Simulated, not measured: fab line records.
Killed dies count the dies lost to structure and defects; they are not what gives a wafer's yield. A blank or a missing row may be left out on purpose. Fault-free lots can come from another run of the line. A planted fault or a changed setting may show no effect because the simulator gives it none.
One fault seen from 2 desks | flow gf180mcu | each desk has only its own numbers; what lay behind them comes last

== AT THE METROLOGY DESK ==
What the gauges read for every lot (on any tool): the sampled wafers with a number, averaged. Marked OUT: a lot whose mean sits more than 4 standard deviations from the usual mean, which makes it out of limits; the brackets give that distance.
Columns: A = M1_OVL at GF_M1_OVL_MEAS_15, usual -2 nm; B = V2_BOW at GF_V2_BOW_MEAS_05, usual 98 um
lot  | first seen here | A   | B
L384 | day 17 23:21    | -5  | 95
L385 | day 18 06:11    | -0  | 107
L386 | day 18 12:57    | 1   | 94
L387 | day 19 03:03    | 5   | 99
L388 | day 19 19:14    | -4  | 88
L392 | day 20 20:29    | -12 | 107
L393 | day 21 08:29    | -0  | 90
L397 | day 22 14:15    | -10 | 99
L398 | day 22 21:11    | 6   | 88
L400 | day 23 14:20    | -6  | 98
L401 | day 23 20:11    | -3  | 95
L402 | day 24 04:35    | 6   | 101
L403 | day 24 12:35    | -1  | 98
L405 | day 25 03:29    | 1   | 100
This desk's verdict: no lot among the 14 shows anything out of limits.

== FOR THE TOOL OWNER'S DESK: ilineStepper-01 ==
The tool's own readings at GF_HV_LDD_EXPOSE_28 (exposes mask Nplus HV AREA, target cd 400 nm): means of the sampled wafers that have a number, for each lot that ran on this tool. Marked OUT: a lot whose mean sits more than 4 standard deviations from the usual mean, which makes it out of limits; the brackets give that distance.
Columns: A = exposureDoseMJCm2 at GF_HV_LDD_EXPOSE_28, usual 139.99; B = stageVelMmS at GF_HV_LDD_EXPOSE_28, usual 499.97 mm/s
lot  | first seen here | A                | B
L384 | day 11 20:05    | 139.84           | 500.12
L387 | day 12 19:32    | 139.92           | 499.92
L388 | day 13 07:26    | 139.89           | 499.76
L392 | day 14 04:49    | 140.03           | 499.69
L393 | day 14 17:28    | 139.81           | 500.16
L397 | day 15 20:47    | 143.95 (+30) OUT | 500.07
L400 | day 16 19:12    | 143.88 (+30) OUT | 499.93
This desk finds L397, L400 out of limits, L397 being first, at day 15 20:47 (exposureDoseMJCm2 at GF_HV_LDD_EXPOSE_28). L384, L387, L388, L392, L393 stayed within limits.

== ALL TOGETHER ==
The tool owner's desk could have raised an alarm at day 15 20:47, on L397, L400.
Metrology desk: nothing out of limits seen.
The metrology desk holds a record of L397, L400, inside its limits.
GF_HV_LDD_EXPOSE_28 was run on ilineStepper-01 by each of the lots named.

== WHAT THE SIMULATOR PUT IN ==
Drift in process parameters on ilineStepper-01 at GF_HV_LDD_EXPOSE_28, starting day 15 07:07. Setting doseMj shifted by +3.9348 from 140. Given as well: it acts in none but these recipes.
Shown lots that were struck: L397, L400.
Hours from the fault's start to each desk's first reading out of limits: the tool owner's desk, 14.
